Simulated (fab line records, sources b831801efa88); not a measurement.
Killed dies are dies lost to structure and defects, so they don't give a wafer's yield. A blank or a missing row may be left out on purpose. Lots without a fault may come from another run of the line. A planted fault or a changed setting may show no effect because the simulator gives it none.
fab line records | flow sky130
record lots=11 wafers=33 last_day=50
route steps=708 shown LDD_LDN@292 POLY_CUT@317
lots that met no fault: from a run of the same line without faults
start_h: hours from the record's first day to the start of the lot's first wafer shown | wait_h: hours since the lot's step before | " the same as in the row above | L1.1+2: a row that stands for several wafers | - no value, or no start given | * or withheld: withheld | < > ~ a bound
route shown NAME@n: a module of which the file shows steps, and the number in the route of the first | usual: mean/standard deviation of fault-free wafers | same: alike in all rows | chamber/n: place in a boat | sites: the reading at each site | _std_site: their standard deviation | _edge_site: outer sites' mean less inner sites' | radius_mm: how far each site lies from the wafer's centre | mask NAME#n: copy n | behind: the tool/chamber that last shaped the wafer | hold: why the lot was held/for how many hours/how that ended | device: the transistor (n, p or np) that didn't switch | end of line: the same wafers' tests at the end of the route | a step without rows: its recipe alone | killed: dies lost to structure and defects at the first sort, not the wafer's yield | map: a wafer's dies, x killed, . not, _ none there
set.NAME: the setting as run; set.NAME@STEP: as run at that earlier step | model.NAME: the simulator's own value behind a step, which no gauge read
steps of the route over a sample of lots; a table a step, a row a wafer
services: from which hour (start_h, from the record's first day; less than 0 if before it) a tool's chamber was out of use, for how many hours, and why
## steps
# step SKY_LDD_LDN_SOFTBAKE_03
# recipe temp_c=90 time_s=60 resist=NOVOLAK
# usual heater_power_total_W=56.60/0.046 plate_temp_C=90.02/0.11
# columns lot.wafer tool chamber start_h wait_h heater_power_total_W plate_temp_C
L559.2 litho_track-03 0 495.56 0.1 56.53 90.14
L559.3 " 0 " " 56.65 90.15
L559.5 " 0 " " 56.62 90.02
L561.4 litho_track-03 0 520.16 0.1 56.64 90.22
L561.5 " 0 " " 56.57 89.95
L561.6 " 0 " " 56.64 90.11
L562.1 litho_track-03 0 529.13 0.1 56.57 90.03
L562.5 " 0 " " 56.70 90.03
L562.6 " 0 " " 56.68 90.00
L567.1 litho_track-03 0 577.03 0.1 56.60 89.92
L567.4 " 0 " " 56.57 89.96
L567.5 " 0 " " 56.70 90.01
L566.2 litho_track-01 0 577.58 0.1 56.62 90.03
L566.3 " 0 " " 56.56 89.93
L566.6 " 0 " " 56.57 89.98
L568.2 litho_track-03 0 591.26 0.1 56.63 90.15
L568.3 " 0 " " 56.54 89.94
L568.4 " 0 " " 56.56 90.20
L569.2 litho_track-01 0 601.08 0.1 56.60 90.12
L569.5 " 0 " " 56.54 90.16
L569.6 " 0 " " 56.63 90.31
L570.1 litho_track-03 0 604.29 0.1 54.45 87.77
L570.4 " 0 " " 54.60 87.72
L570.6 " 0 " " 54.51 87.65
L573.1 litho_track-03 0 625.04 0.1 54.44 87.66
L573.3 " 0 " " 54.52 87.40
L573.5 " 0 " " 54.58 87.41
L579.1 litho_track-02 0 672.25 0.1 56.59 90.10
L579.3 " 0 " " 56.53 90.02
L579.5 " 0 " " 56.61 90.09
L580.1 litho_track-01 0 677.81 0.1 56.55 90.04
L580.2 " 0 " " 56.57 89.90
L580.6 " 0 " " 56.57 89.95
# step SKY_LDD_LDN_STRIP_12
# recipe chemistry=O2/N2 power_w=1400 pressure_mtorr=1500 platen_temp_c=withheld o2_flow_sccm=3000 n2_flow_sccm=300 overash_fraction=0.5
# usual drypump_motor_current_A=6.04/0.29 oes_product_au=0.715/0.0047 strip_time_to_endpoint_s=14.32/0.034
# columns lot.wafer tool chamber start_h wait_h drypump_motor_current_A oes_product_au rf_hours_counter_h strip_time_to_endpoint_s
L559.2 plasma_asher-02 0 510.34 0.1 6.09 0.710 39 14.27
L559.3 " 1 " " 6.24 0.712 - 14.31
L559.5 " 0 " " 6.08 0.713 - 14.28
L561.4 plasma_asher-02 1 535.40 0.1 6.24 0.712 - 14.33
L561.5 " 1 " " 6.24 0.716 - 14.32
L561.6 " 0 " " 6.06 0.715 - 14.33
L562.1 plasma_asher-02 0 544.24 0.1 6.08 0.712 42 14.34
L562.5 " 1 " " 6.23 0.711 - 14.36
L562.6 " 0 " " 6.08 0.711 - 14.28
L567.1 plasma_asher-03 1 592.69 0.1 5.59 0.706 78 14.28
L567.4 " 0 " " 6.34 0.719 - 14.27
L567.5 " 0 " " 6.32 0.714 - 14.31
L566.2 plasma_asher-03 1 593.59 0.1 5.62 0.709 78 14.29
L566.3 " 1 " " 5.60 0.708 - 14.28
L566.6 " 0 " " 6.33 0.709 - 14.29
L568.2 plasma_asher-02 1 606.24 0.1 6.23 0.717 48 14.37
L568.3 " 0 " " 6.08 0.715 - 14.32
L568.4 " 1 " " 6.22 0.713 - 14.29
L569.2 plasma_asher-01 0 616.64 0.1 5.53 0.704 19 14.29
L569.5 " 0 " " 5.51 0.714 - 14.30
L569.6 " 1 " " 6.27 0.717 - 14.30
L570.1 plasma_asher-02 1 620.29 0.1 6.22 0.718 49 14.45
L570.4 " 1 " " 6.23 0.711 - 14.40
L570.6 " 0 " " 6.06 0.716 - 14.43
L573.1 plasma_asher-02 1 641.29 0.1 6.21 0.715 52 14.47
L573.3 " 0 " " 6.09 0.721 - 14.38
L573.5 " 1 " " 6.22 0.710 - 14.41
L579.1 plasma_asher-02 0 686.97 0.1 6.09 0.709 56 14.33
L579.3 " 0 " " 6.09 0.717 - 14.26
L579.5 " 0 " " 6.10 0.718 - 14.29
L580.1 plasma_asher-01 1 692.22 0.1 6.29 0.710 27 14.39
L580.2 " 0 " " 5.53 0.723 27 14.30
L580.6 " 1 " " 6.26 0.711 - 14.36
# step SKY_POLY_CUT_ETCH_10
# recipe chemistry=N2/H2 target=BARC ion_energy_ev=200 source_w=500 bias_w=100 pressure_mtorr=30 n2_flow_sccm=100 h2_flow_sccm=200 stop_on=SiO2 time_s=45.9 target_depth_a=600
# usual drypump_motor_current_A=5.7/0.35 oes_product_au=0.855/0.005 throttle_valve_pct=13.225/0.0093
# columns lot.wafer tool chamber start_h wait_h drypump_motor_current_A oes_product_au rf_hours_counter_h throttle_valve_pct
L559.2 rie_diel-04 1 543.36 0.0 6.6 0.861 1 13.203
L559.3 " 3 " " 6.0 0.865 4 13.231
L559.5 " 3 " " 6.0 0.854 - 13.226
L561.4 rie_diel-01 1 568.33 0.0 5.6 0.850 72 13.238
L561.5 " 0 " " 5.8 0.854 - 13.211
L561.6 " 1 " " 5.6 0.855 - 13.220
L562.1 rie_diel-01 1 575.79 0.0 5.6 0.847 72 13.209
L562.5 " 3 " " 5.0 0.866 - 13.242
L562.6 " 2 " " 5.9 0.852 - 13.238
L567.1 rie_diel-03 0 623.28 0.0 5.5 0.843 5 13.236
L567.4 " 1 " " 5.9 0.855 1 13.236
L567.5 " 3 " " 5.7 0.855 - 13.214
L566.2 rie_diel-01 0 624.74 0.0 5.8 0.855 59 13.233
L566.3 " 2 " " 5.9 0.854 9 13.215
L566.6 " 0 " " 5.8 0.856 - 13.223
L568.2 rie_diel-01 2 637.69 0.0 5.9 0.858 9 13.215
L568.3 " 0 " " 5.8 0.850 59 13.221
L568.4 " 3 " " 5.0 0.857 39 13.234
L569.2 rie_diel-01 1 649.29 0.0 5.6 0.860 1 13.239
L569.5 " 0 " " 5.8 0.855 - 13.224
L569.6 " 1 " " 5.6 0.854 - 13.220
L570.1 rie_diel-03 2 652.18 0.0 6.0 0.857 14 13.233
L570.4 " 0 " " 5.5 0.861 - 13.219
L570.6 " 1 " " 5.8 0.849 - 13.209
L573.1 rie_diel-04 1 673.51 0.0 6.6 0.855 4 13.237
L573.3 " 2 " " 6.0 0.851 1 13.225
L573.5 " 0 " " 5.7 0.858 - 13.235
L579.1 rie_diel-01 3 717.71 0.0 5.0 0.850 41 13.237
L579.3 " 2 " " 5.9 0.862 12 13.218
L579.5 " 0 " " 5.8 0.857 - 13.227
L580.1 rie_diel-01 1 721.51 0.0 5.6 0.853 3 13.232
L580.2 " 0 " " 5.8 0.849 1 13.242
L580.6 " 2 " " 5.9 0.858 - 13.228
# step SKY_POLY_CUT_ETCH_11
# recipe target=Si3N4 chemistry=CF4/CH2F2/Ar stop_on=poly-Si source_w=600 bias_w=150 pressure_mtorr=40 cf4_flow_sccm=40 ch2f2_flow_sccm=20 Ar_flow_sccm=150 time_s=42.5 target_depth_a=600
# usual drypump_motor_current_A=5.7/0.35 oes_product_au=0.833/0.0061 throttle_valve_pct=14.995/0.0094
# columns lot.wafer tool chamber start_h wait_h drypump_motor_current_A oes_product_au rf_hours_counter_h throttle_valve_pct
L559.2 rie_diel-04 1 543.40 0.0 6.6 0.835 1 14.995
L559.3 " 3 " " 5.9 0.828 4 14.995
L559.5 " 3 " " 5.9 0.827 - 14.990
L561.4 rie_diel-01 1 568.37 0.0 5.6 0.838 72 14.997
L561.5 " 0 " " 5.8 0.843 - 14.997
L561.6 " 1 " " 5.6 0.831 - 14.989
L562.1 rie_diel-01 1 575.83 0.0 5.6 0.845 72 15.002
L562.5 " 3 " " 5.0 0.836 - 14.992
L562.6 " 2 " " 5.9 0.837 - 15.011
L567.1 rie_diel-03 0 623.32 0.0 5.5 0.834 5 14.989
L567.4 " 1 " " 5.8 0.845 1 14.990
L567.5 " 3 " " 5.7 0.839 - 14.993
L566.2 rie_diel-01 0 624.78 0.0 5.8 0.832 59 14.982
L566.3 " 2 " " 5.9 0.828 9 14.988
L566.6 " 0 " " 5.8 0.825 - 14.982
L568.2 rie_diel-01 2 637.73 0.0 5.9 0.838 9 15.003
L568.3 " 0 " " 5.8 0.838 59 14.994
L568.4 " 3 " " 5.0 0.840 39 14.983
L569.2 rie_diel-01 1 649.33 0.0 5.6 0.834 1 14.989
L569.5 " 0 " " 5.8 0.840 - 15.001
L569.6 " 1 " " 5.6 0.839 - 14.994
L570.1 rie_diel-03 2 652.22 0.0 6.0 0.829 14 14.999
L570.4 " 0 " " 5.5 0.839 - 14.981
L570.6 " 1 " " 5.9 0.831 - 15.013
L573.1 rie_diel-04 1 673.55 0.0 6.6 0.835 4 14.992
L573.3 " 2 " " 6.0 0.828 1 15.000
L573.5 " 0 " " 5.7 0.824 - 15.008
L579.1 rie_diel-01 3 717.75 0.0 5.0 0.829 41 14.992
L579.3 " 2 " " 5.9 0.825 12 15.001
L579.5 " 0 " " 5.8 0.823 - 14.994
L580.1 rie_diel-01 1 721.55 0.0 5.6 0.829 3 15.002
L580.2 " 0 " " 5.9 0.824 1 14.978
L580.6 " 2 " " 5.9 0.828 - 14.983
# step SKY_POLY_CUT_STRIP_12
# recipe chemistry=O2/N2 power_w=1400 pressure_mtorr=1500 platen_temp_c=withheld o2_flow_sccm=3000 n2_flow_sccm=300 overash_fraction=0.5
# usual drypump_motor_current_A=5.8/0.36 oes_product_au=0.453/0.0046 strip_time_to_endpoint_s=5.357/0.018
# columns lot.wafer tool chamber start_h wait_h drypump_motor_current_A oes_product_au rf_hours_counter_h strip_time_to_endpoint_s
L559.2 plasma_asher-04 0 543.44 0.0 5.9 0.452 87 5.351
L559.3 " 1 " " 5.3 0.447 - 5.390
L559.5 " 1 " " 5.3 0.453 - 5.364
L561.4 plasma_asher-04 1 568.44 0.1 5.3 0.460 - 5.378
L561.5 " 0 " " 5.9 0.454 - 5.365
L561.6 " 1 " " 5.3 0.449 - 5.375
L562.1 plasma_asher-01 0 575.87 0.0 5.5 0.453 15 5.372
L562.5 " 1 " " 6.3 0.458 - 5.353
L562.6 " 0 " " 5.5 0.447 - 5.355
L567.1 plasma_asher-01 1 623.36 0.0 6.3 0.461 20 5.335
L567.4 " 0 " " 5.5 0.452 - 5.340
L567.5 " 1 " " 6.2 0.454 - 5.345
L566.2 plasma_asher-04 0 624.82 0.0 5.9 0.455 95 5.347
L566.3 " 1 " " 5.3 0.447 - 5.355
L566.6 " 0 " " 5.9 0.447 - 5.336
L568.2 plasma_asher-01 1 637.77 0.0 6.3 0.453 21 5.358
L568.3 " 0 " " 5.5 0.448 - 5.350
L568.4 " 1 " " 6.3 0.455 - 5.360
L569.2 plasma_asher-04 1 649.37 0.0 5.3 0.451 97 5.383
L569.5 " 1 " " 5.3 0.460 - 5.361
L569.6 " 0 " " 5.9 0.458 - 5.390
L570.1 plasma_asher-01 1 652.26 0.0 6.3 0.461 23 5.363
L570.4 " 0 " " 5.5 0.450 - 5.324
L570.6 " 0 " " 5.5 0.445 - 5.358
L573.1 plasma_asher-04 0 673.59 0.0 5.9 0.452 99 5.380
L573.3 " 0 " " 5.9 0.449 - 5.359
L573.5 " 0 " " 5.9 0.457 - 5.371
L579.1 plasma_asher-04 0 717.79 0.0 5.9 0.453 104 5.335
L579.3 " 0 " " 5.9 0.460 - 5.358
L579.5 " 1 " " 5.3 0.455 - 5.356
L580.1 plasma_asher-02 1 721.59 0.0 6.2 0.455 60 5.345
L580.2 " 0 " " 6.1 0.459 60 5.353
L580.6 " 0 " " 6.1 0.459 - 5.317
## services
# columns tool chamber start_h hours kind
rie_diel-03 - 475.45 2.8 pm
rie_diel-04 0 482.42 7.6 repair
rie_diel-03 3 536.62 16.4 repair
rie_diel-01 0 537.15 2.0 repair
plasma_asher-04 - 541.65 1.7 repair
rie_diel-04 3 564.55 7.9 repair
rie_diel-04 2 573.78 5.3 repair
rie_diel-04 - 590.83 1.2 repair
rie_diel-01 1 603.07 - clean
rie_diel-01 1 603.07 27.0 scheduled_down
rie_diel-01 1 603.07 27.0 vent_cycle
plasma_asher-04 - 619.48 2.8 pm
rie_diel-03 3 628.39 16.3 repair
rie_diel-04 3 635.47 3.6 repair
rie_diel-03 3 645.62 11.6 repair
rie_diel-03 0 645.75 6.0 repair
rie_diel-04 2 650.82 16.5 repair
rie_diel-01 1 651.83 5.3 repair
rie_diel-01 0 681.93 - clean
rie_diel-01 0 681.93 14.0 scheduled_down
rie_diel-01 0 681.93 14.0 vent_cycle
plasma_asher-03 - 695.32 1.9 repair
rie_diel-04 - 712.81 0.2 repair
rie_diel-04 - 713.12 28.1 pm
## key
first_sign step=SKY_LDD_LDN_SOFTBAKE_03 reading=heater_power_total_W direction=down sigmas=45 usual=* struck=*
effect step=SKY_LDD_LDN_SOFTBAKE_03 reading=plate_temp_C direction=down sigmas=21 usual=* struck=*
effect step=SKY_LDD_LDN_STRIP_12 reading=strip_time_to_endpoint_s direction=up sigmas=3.2 usual=* struck=*
met_at SKY_LDD_LDN_SOFTBAKE_03
struck_lots L570,L573
tester_left_out L570,L573
not_acting_at SKY_POLY_CUT_ETCH_10,SKY_POLY_CUT_ETCH_11,SKY_POLY_CUT_STRIP_12
onset_between 591.26 604.29
fault kind=process_parameter_drift tool=litho_track-03 chamber=- onset_h=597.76 steps=SKY_LDD_LDN_SOFTBAKE_03 channel=temp_c offset=* shape=step end_h=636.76 acts_in=* stated=*
# tester_left_out: of these lots the tester's yield and bins aren't shown, on N5 and GAA mostly nor the transistor test; their killed dies are dies lost to structure and defects alone, not to doping, threshold or leakage, so they don't give the yield
